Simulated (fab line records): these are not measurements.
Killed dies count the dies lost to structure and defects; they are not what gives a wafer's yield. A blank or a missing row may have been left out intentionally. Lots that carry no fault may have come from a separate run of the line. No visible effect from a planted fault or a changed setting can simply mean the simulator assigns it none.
Matching of chambers | flow gf180mcu | GF_V2_CMP_04 on cmp-01: 4 sister chambers
The step polishes SiO2. 16 wafers are shown with their chamber, then 8 later ones without.

EACH WAFER AND ITS CHAMBER
wafer  | chamber | motorCurrentA (A) | timeToEndpointS (s) | slurryFilterDpKPa (kPa)
L076.2 | 1       | 13.7              | 75                  | 13.70
L076.3 | 2       | 14.3              | 77                  | 13.34
L076.5 | 0       | 9.7               | 77                  | 13.68
L082.3 | 0       | 9.8               | 79                  | 13.73
L082.4 | 3       | 13.2              | 81                  | 13.64
L082.5 | 3       | 13.5              | 87                  | 13.56
L083.3 | 0       | 9.8               | 82                  | 13.45
L083.4 | 1       | 12.9              | 83                  | 13.52
L083.5 | 2       | 13.6              | 81                  | 13.47
L085.1 | 0       | 9.7               | 80                  | 13.59
L085.5 | 3       | 13.9              | 88                  | 13.49
L085.6 | 2       | 14.1              | 78                  | 13.64
L089.1 | 0       | 9.7               | 77                  | 13.54
L089.3 | 3       | 12.9              | 79                  | 13.48
L089.6 | 2       | 13.8              | 82                  | 13.45
L090.1 | 2       | 13.6              | 74                  | 13.43

SIGNATURES, as means of the wafers listed above
reading           | chamber 0 | chamber 1 | chamber 2 | chamber 3 | scatter within a chamber
motorCurrentA     | 9.740     | 13.300    | 13.880    | 13.375    | 0.325
timeToEndpointS   | 79.00     | 79.00     | 78.40     | 83.75     | 3.53
slurryFilterDpKPa | 13.5980   | 13.6100   | 13.4660   | 13.5425   | 0.104
Rule: distance of a wafer from a chamber = root of the sum over the readings of ((wafer's reading minus chamber's mean) / reading's scatter) squared. If the next closest chamber is less than 2 further off than the closest, the wafer can't be placed; otherwise it belongs to the closest. The scatter: take each reading less its chamber's mean, square it, sum over the shown wafers, divide by the number of wafers less the number of chambers, and take the root.

WAFERS WHOSE CHAMBER IS MISSING
wafer  | motorCurrentA (A) | timeToEndpointS (s) | slurryFilterDpKPa (kPa)
L090.2 | 14.2              | 84                  | 13.65
L090.4 | 13.1              | 89                  | 13.39
L092.2 | 13.8              | 79                  | 13.51
L092.4 | 12.9              | 80                  | 13.39
L092.5 | 10.1              | 86                  | 13.56
L093.1 | 13.1              | 64                  | 13.64
L093.4 | 13.6              | 74                  | 13.41
L093.5 | 13.5              | 71                  | 13.50

THE CHAMBER EACH PASSED THROUGH
wafer  | from the rows above          | in truth
L090.2 | can't be placed: 2 or 3 or 1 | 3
L090.4 | can't be placed: 3 or 1 or 2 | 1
L092.2 | can't be placed: 2 or 1 or 3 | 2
L092.4 | can't be placed: 3 or 1 or 2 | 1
L092.5 | 0                            | 0
L093.1 | can't be placed: 1 or 2 or 3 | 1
L093.4 | can't be placed: 2 or 1 or 3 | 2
L093.5 | can't be placed: 2 or 1 or 3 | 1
Placed correctly: 1 of 8. Unplaceable from these rows: 7, with the true chamber sitting among the candidates in 7. 0 placed wrongly.
